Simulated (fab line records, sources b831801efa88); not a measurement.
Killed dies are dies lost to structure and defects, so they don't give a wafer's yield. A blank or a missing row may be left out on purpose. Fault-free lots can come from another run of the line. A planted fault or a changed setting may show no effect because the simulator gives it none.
A struck lot beside a sound one ; flow sky130 ; 16 steps out of a route of 708
Sound: wafers L413.2, L413.3, L413.6. Wafers L423.4, L423.5, L423.6 were the ones struck. The cause comes at the end.
For every step that has rows: the tool of each side, followed by ch and its chambers, followed by its first start. Under that, the readings that differ: sound wafers ; struck wafers ; difference of the means ; sigmas: that difference in standard deviations of wafers without a fault.
alike: same words and numbers on both sides, and readings whose means sit less than 2 such deviations apart. not compared: any withheld reading, any reading some wafer has no value for, any bound like >300 that may hide the same value, and any number with overlapping values for which the record gives no deviation.
A row with sigmas, a row that says differs or no value, or rows on one side alone: a step with any of these is where the two part. When numbers do not overlap yet have no deviation, they are printed without sigmas and do not part them. A reading that every wafer of one side lacks parts them only if that side has two wafers or more.

first, 2 steps without rows for these wafers: SKY_DNWELL_DEVELOP_06 (develop time 60 s); SKY_DNWELL_IMPLANT_07.
SKY_DNWELL_STRIP_08: strips in O2/N2.
  sound on plasma-asher-02 ch 0,1, day 3 13:37; struck on plasma-asher-01 ch 0,1, day 5 15:27
  alike: drypump-motor-current-A, oes-product-au, strip-time-to-endpoint-s
  not compared: rf-hours-counter-h
SKY_DNWELL_TW_MEAS_09:
  struck on film-metro-03, day 5 15:33; sound on film-metro-01, day 3 13:44
  alike: DNWELL_TW
then, 7 steps without rows for these wafers: SKY_PWDE_DEHYDRATE_00 (time 60 s); SKY_PWDE_HMDS_01 (prime time 60 s); SKY_PWDE_COAT_02 (resist thk 3000 nm); SKY_PWDE_SOFTBAKE_03; SKY_PWDE_EXPOSE_04 (exposes mask PWDEM, target cd 840 nm); SKY_PWDE_PEB_05; SKY_PWDE_DEVELOP_06 (develop time 60 s).
SKY_PWDE_OVL_MEAS_07:
  struck on overlay-02, day 6 08:44; sound on overlay-01, day 4 05:43
  alike: PWDE_OVL
SKY_PWDE_IMPLANT_08:
  sound on implanter-04 ch 0, day 4 05:46; struck on implanter-02 ch 0, day 6 08:49
reading;sound;struck;difference;sigmas
implant-ion-amu;11 11 11;49 49 49;+38;
model.implant.rp-nm (nm);439.4 439.4 439.4;110.7 110.7 110.7;-328.7;
model.implant.drp-nm (nm);97.97 97.97 97.97;46.43 46.43 46.43;-51.54;
  alike: dose-ions-cm2
SKY_PWDE_STRIP_09: strips in O2/N2.
  sound on plasma-asher-03 ch 0,1, day 4 05:53; struck on plasma-asher-02 ch 0,1, day 6 08:56
  alike: drypump-motor-current-A, oes-product-au, strip-time-to-endpoint-s
  not compared: rf-hours-counter-h
SKY_PWDE_TW_MEAS_10:
  struck on film-metro-03, day 6 09:15; sound on film-metro-03, day 4 06:00
reading;sound;struck;difference;sigmas
PWDE_TW;376.2 376.5 374.6;714.7 721.6 717.7;+342.2;+99 or more
  not compared: hold
next, for these wafers, 1 step has no rows: SKY_PAD_OPEN_PROBE_99.

WHERE THEY PART
At SKY_PWDE_TW_MEAS_10 and nowhere else, as far as this record goes.

WHY: what the simulator had put in
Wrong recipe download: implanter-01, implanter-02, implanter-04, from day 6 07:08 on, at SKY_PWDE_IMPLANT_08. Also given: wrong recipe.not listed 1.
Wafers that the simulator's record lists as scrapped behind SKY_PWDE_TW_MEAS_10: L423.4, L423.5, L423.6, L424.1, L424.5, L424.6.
